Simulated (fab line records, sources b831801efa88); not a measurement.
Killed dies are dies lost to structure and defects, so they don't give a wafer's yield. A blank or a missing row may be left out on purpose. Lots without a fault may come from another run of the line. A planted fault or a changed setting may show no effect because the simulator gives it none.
Which tool did it? | flow gf180mcu | 12 lots, 36 wafers sampled, at 2 steps of a route of 602

WHAT THE GAUGES READ, wafer by wafer
GF_V4_CD_MEAS_14: target cd 260 nm. Usual: cd_nm 260.7 nm, standard deviation 1.3.
lot  | measured     | on        | cd_nm (nm)        | flag
L324 | day 24 04:52 | cd_sem-02 | 258.9 258.9 259.1 |
L326 | day 25 04:22 | cd_sem-02 | 259.8 259.7 259.9 |
L325 | day 25 06:04 | cd_sem-02 | 261.3 260.9 261.4 |
L327 | day 25 14:02 | cd_sem-01 | 259.1 260.6 258.5 |
L329 | day 26 00:35 | cd_sem-02 | 261.9 262.1 260.6 |
L330 | day 26 07:20 | cd_sem-01 | 260.7 259.5 260.0 |
L342 | day 30 04:55 | cd_sem-02 | 260.0 260.8 260.9 |
L343 | day 30 13:10 | cd_sem-02 | 261.0 261.0 260.6 |
L344 | day 30 16:56 | cd_sem-02 | 262.3 259.7 261.1 |
L345 | day 30 19:01 | cd_sem-02 | 259.8 258.1 258.7 |
L346 | day 30 21:49 | cd_sem-02 | 262.3 262.2 261.5 |
L347 | day 31 07:07 | cd_sem-02 | 258.0 259.8 259.6 |

GF_V5_OVL_MEAS_15. Usual: V5_OVL -4 nm, standard deviation 6.1.
lot  | measured     | on         | V5_OVL (nm) | flag
L324 | day 26 23:50 | overlay-01 | -9 6 -5     |
L326 | day 27 22:50 | overlay-01 | 0 -12 -16   |
L325 | day 27 22:58 | overlay-02 | -8 6 -3     |
L327 | day 28 06:26 | overlay-01 | -5 -6 -3    |
L329 | day 28 17:38 | overlay-02 | 2 2 -5      |
L330 | day 28 22:29 | overlay-02 | 4 3 -3      |
L342 | day 32 12:52 | overlay-02 | -8 -11 -4   |
L343 | day 32 21:08 | overlay-01 | -18 -17 -5  |
L344 | day 32 23:38 | overlay-01 | -4 4 -15    |
L345 | day 33 01:16 | overlay-01 | -4 -3 -9    |
L346 | day 33 04:29 | overlay-01 | -4 -4 -6    |
L347 | day 33 12:23 | overlay-01 | -2 1 -3     |

WHICH TOOL RAN EACH LOT (tool, then ch and the chambers of the sampled wafers, then the start)
The record holds no process step before these readings.

WHAT THE TOOLS THEMSELVES READ (means of the sampled wafers that have a number; where no wafer has one, the mark that the record gives instead)
The record holds no such reading with a usual standard deviation.

THE ANSWER, worked out from the rows above alone
Rule: a lot is off if the mean of its wafers that have a number lies more than 3 standard deviations from the usual mean. A lot without any number at a reading at which 4 lots or more have one is off too. The other lots that the step has rows for count as sound. The gauges are gone through in route order, then the tools' own readings, and for those a lot's mean is taken as printed above. The first step at which some lot is off is used, and at that step the reading that is off furthest; a lot without a number counts as furthest.
No lot is off at any reading shown: from this, nothing can be told.

WHAT THE SIMULATOR HAD PUT IN
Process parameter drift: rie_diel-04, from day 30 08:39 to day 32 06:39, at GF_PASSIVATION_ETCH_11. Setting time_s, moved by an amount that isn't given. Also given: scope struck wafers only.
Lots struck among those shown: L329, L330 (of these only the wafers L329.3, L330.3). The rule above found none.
